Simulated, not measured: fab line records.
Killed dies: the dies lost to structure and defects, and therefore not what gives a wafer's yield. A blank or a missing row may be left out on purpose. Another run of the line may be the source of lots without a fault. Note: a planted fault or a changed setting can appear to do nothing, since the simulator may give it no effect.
Which tool did it? | flow gf180mcu | 32 wafers from 11 lots sampled at 6 of the route's 602 steps

WHAT THE GAUGES SHOWED, per wafer
GF_V3_CD_MEAS_14 targets a cd of 260 nm. Usual: cd nm 260.3 nm, standard deviation 1.3.
lot  | measured     | on        | cd nm (nm)        | flag
L758 | day 22 18:49 | cd sem-01 | 258.5 258.7 257.9 |
L761 | day 23 20:22 | cd sem-01 | 261.0 260.4 261.0 |
L762 | day 24 04:49 | cd sem-01 | 258.4 259.5 258.8 |
L764 | day 25 06:44 | cd sem-02 | 259.6 259.7 259.7 |
L766 | day 25 14:28 | cd sem-01 | 263.2 262.3 261.5 |
L768 | day 26 12:10 | cd sem-02 | 258.6 260.9 258.3 |
L770 | day 26 20:35 | cd sem-02 | 258.9 261.1 259.8 |
L773 | day 27 13:38 | cd sem-02 | 260.4 260.7 260.7 |
L775 | day 28 07:59 | cd sem-01 | 262.0 263.1 262.2 |
L779 | day 29 09:58 | cd sem-02 | 258.0 259.1       |
L780 | day 29 15:51 | cd sem-01 | 261.1 259.7 260.0 |

GF_TOP_METAL_RS_MEAS_05: the measuring method here is four-point-probe. Usual: TOP_METAL_ALCU_RS typically reads 0.0327 ohm/sq, with standard deviation 0.00041.
lot  | measured     | on            | TOP_METAL_ALCU_RS (ohm/sq)                | flag
L758 | day 27 16:06 | film metro-04 | 0.0325 0.0323 0.0328                      |
L761 | day 28 14:20 | film metro-04 | 0.0327 0.0325 0.0325                      |
L762 | day 28 19:49 | film metro-03 | 0.0326 0.0331 0.0324                      |
L764 | day 29 20:15 | film metro-03 | 0.0310 0.0312 0.0310 0.0310 0.0313 0.0310 | OFF
L766 | day 30 02:47 | film metro-04 | 0.0314 0.0314 0.0309 0.0314 0.0314 0.0309 | OFF
L768 | day 30 20:11 | film metro-03 | 0.0328 0.0327 0.0328                      |
L770 | day 31 05:04 | film metro-04 | 0.0309 0.0309 0.0306 0.0309 0.0309 0.0306 | OFF
L773 | day 31 19:44 | film metro-03 | 0.0331 0.0326 0.0325                      |
L775 | day 32 09:56 | film metro-04 | 0.0328 0.0326 0.0327                      |
L779 | day 33 09:53 | film metro-04 | 0.0324 0.0321                             |
L780 | day 33 14:33 | film metro-02 | 0.0322 0.0325 0.0325                      |

GF_TOP_METAL_THK_MEAS_06: measures by xrf. Usual: TOP_METAL_ALCU_THK typically reads 893 nm, with standard deviation 12.
lot  | measured     | on            | TOP_METAL_ALCU_THK (nm) | flag
L758 | day 27 16:13 | film metro-04 | 904 907 893             |
L761 | day 28 14:27 | film metro-04 | 888 903 896             |
L762 | day 28 19:56 | film metro-03 | 895 882 893             |
L764 | day 29 23:20 | film metro-03 | 932 924 927 935 920 924 |
L766 | day 30 07:04 | film metro-04 | 927 937 947 934 930 947 | OFF
L768 | day 30 20:19 | film metro-03 | 885 889 884             |
L770 | day 31 07:56 | film metro-04 | 943 949 953 945 944 953 | OFF
L773 | day 31 19:51 | film metro-03 | 878 891 888             |
L775 | day 32 10:02 | film metro-04 | 895 893 900             |
L779 | day 33 09:59 | film metro-04 | 902 909                 |
L780 | day 33 14:39 | film metro-02 | 896 891 893             |

GF_TOP_METAL_OVL_MEAS_15. Usual: TOP_METAL_OVL typically reads -0.3 nm, with standard deviation 2.3.
lot  | measured     | on         | TOP_METAL_OVL (nm) | flag
L758 | day 28 12:02 | overlay-01 | -1.5 -3.6 -1.2     |
L761 | day 29 09:49 | overlay-01 | 0.7 -0.8 1.3       |
L762 | day 29 14:59 | overlay-02 | -1.5 -1.2 -1.3     |
L764 | day 30 15:52 | overlay-01 | -0.4 -3.4 -1.4     |
L766 | day 30 20:43 | overlay-02 | 3.3 0.8 0.6        |
L768 | day 31 13:49 | overlay-01 | 1.8 3.3 2.9        |
L770 | day 31 22:56 | overlay-02 | 0.8 0.3 2.2        |
L773 | day 32 11:59 | overlay-02 | -0.9 -2.2 -3.3     |
L775 | day 33 01:56 | overlay-01 | -0.3 -0.5 1.1      |
L779 | day 34 00:53 | overlay-02 | 2.1 0.7            |
L780 | day 34 05:53 | overlay-01 | -2.8 -3.0 -6.2     |

EACH LOT AND THE TOOL THAT RAN IT (in order: tool; ch and the chambers of the sampled wafers; start)
lot  | GF_V3_STRIP_18                       | GF_TOP_METAL_SPUTTER_02
L758 | plasma asher-02 ch 0,1, day 22 19:05 | pvd sputter-01, day 27 15:59
L761 | plasma asher-01 ch 0,1, day 23 20:38 | pvd sputter-03, day 28 14:14
L762 | plasma asher-01 ch 0,1, day 24 05:07 | pvd sputter-01, day 28 19:44
L764 | plasma asher-02 ch 0,1, day 25 07:01 | pvd sputter-03, day 29 20:10
L766 | plasma asher-02 ch 0,1, day 25 14:46 | pvd sputter-03, day 30 02:42
L768 | plasma asher-01 ch 0,1, day 26 12:31 | pvd sputter-01, day 30 20:06
L770 | plasma asher-01 ch 0,1, day 26 20:50 | pvd sputter-03, day 31 04:57
L773 | plasma asher-01 ch 0,1, day 27 13:55 | pvd sputter-04, day 31 19:38
L775 | plasma asher-04 ch 0,1, day 28 08:16 | pvd sputter-01, day 32 09:49
L779 | plasma asher-04 ch 1, day 29 10:13   | pvd sputter-01, day 33 09:44
L780 | plasma asher-04 ch 0,1, day 29 16:07 | pvd sputter-03, day 33 14:25
- GF_V3_STRIP_18: strips in O2/N2.
- GF_TOP_METAL_SPUTTER_02: material AlCu, target thk 900 nm, time 47.82 s.

AS READ BY THE TOOLS THEMSELVES (means over the sampled wafers that have a number; for cases with no such wafer, the mark the record gives instead)
GF_V3_STRIP_18. Usual: drypump motor current A 5.8 A, standard deviation 0.45; heater power w 319 W, standard deviation 27; oes product au 0.592 a.u., standard deviation 0.0047.
lot  | tool            | drypump motor current A (A) | heater power w (W) | oes product au (a.u.) | flag
L758 | plasma asher-02 | 5.9                         | 350                | 0.594                 |
L761 | plasma asher-01 | 6.3                         | 310                | 0.593                 |
L762 | plasma asher-01 | 6.1                         | 308                | 0.590                 |
L764 | plasma asher-02 | 6.0                         | 360                | 0.594                 |
L766 | plasma asher-02 | 6.0                         | 351                | 0.595                 |
L768 | plasma asher-01 | 6.0                         | 307                | 0.592                 |
L770 | plasma asher-01 | 6.0                         | 310                | 0.593                 |
L773 | plasma asher-01 | 6.3                         | 309                | 0.587                 |
L775 | plasma asher-04 | 5.4                         | 310                | 0.588                 |
L779 | plasma asher-04 | 5.2                         | 274                | 0.591                 |
L780 | plasma asher-04 | 5.3                         | 293                | 0.590                 |

GF_TOP_METAL_SPUTTER_02. Usual: cathode dc power W 10600 W, standard deviation 2; throttle valve pct 30.0 %, standard deviation 1.4.
lot  | tool           | cathode dc power W (W) | throttle valve pct (%) | flag
L758 | pvd sputter-01 | 10601                  | 29.2                   |
L761 | pvd sputter-03 | 10598                  | 29.5                   |
L762 | pvd sputter-01 | 10601                  | 30.2                   |
L764 | pvd sputter-03 | 11091                  | 30.5                   | OFF
L766 | pvd sputter-03 | 11090                  | 29.7                   | OFF
L768 | pvd sputter-01 | 10600                  | 29.9                   |
L770 | pvd sputter-03 | 11091                  | 29.1                   | OFF
L773 | pvd sputter-04 | 10599                  | 31.1                   |
L775 | pvd sputter-01 | 10600                  | 29.9                   |
L779 | pvd sputter-01 | 10598                  | 30.4                   |
L780 | pvd sputter-03 | 10600                  | 30.4                   |

THE ANSWER, worked out from the rows above alone
Rule: a lot is off if the mean of its wafers that have a number lies more than 3 standard deviations from the usual mean. A lot without any number at a reading at which 4 lots or more have one is off too. All remaining lots with rows at the step are treated as sound. After the gauges, taken in route order, come the tools' own readings; for these a lot's mean is taken, as printed above. At the first step where some lot is off, the reading lying furthest off is the one used; lots without a number count as furthest.
Off: at GF_TOP_METAL_RS_MEAS_05 (TOP_METAL_ALCU_RS), L764, L766, L770.
A tool fits if, at a process step before that reading, it ran every lot that is off, and no sound lot after the first of them. Not tried: the gauges at GF_TOP_METAL_RS_MEAS_05; whatever is off there is also off at GF_TOP_METAL_SPUTTER_02, on other tools, and gauge error can't account for it. None of those tried fits.

WHAT THE SIMULATOR PUT IN
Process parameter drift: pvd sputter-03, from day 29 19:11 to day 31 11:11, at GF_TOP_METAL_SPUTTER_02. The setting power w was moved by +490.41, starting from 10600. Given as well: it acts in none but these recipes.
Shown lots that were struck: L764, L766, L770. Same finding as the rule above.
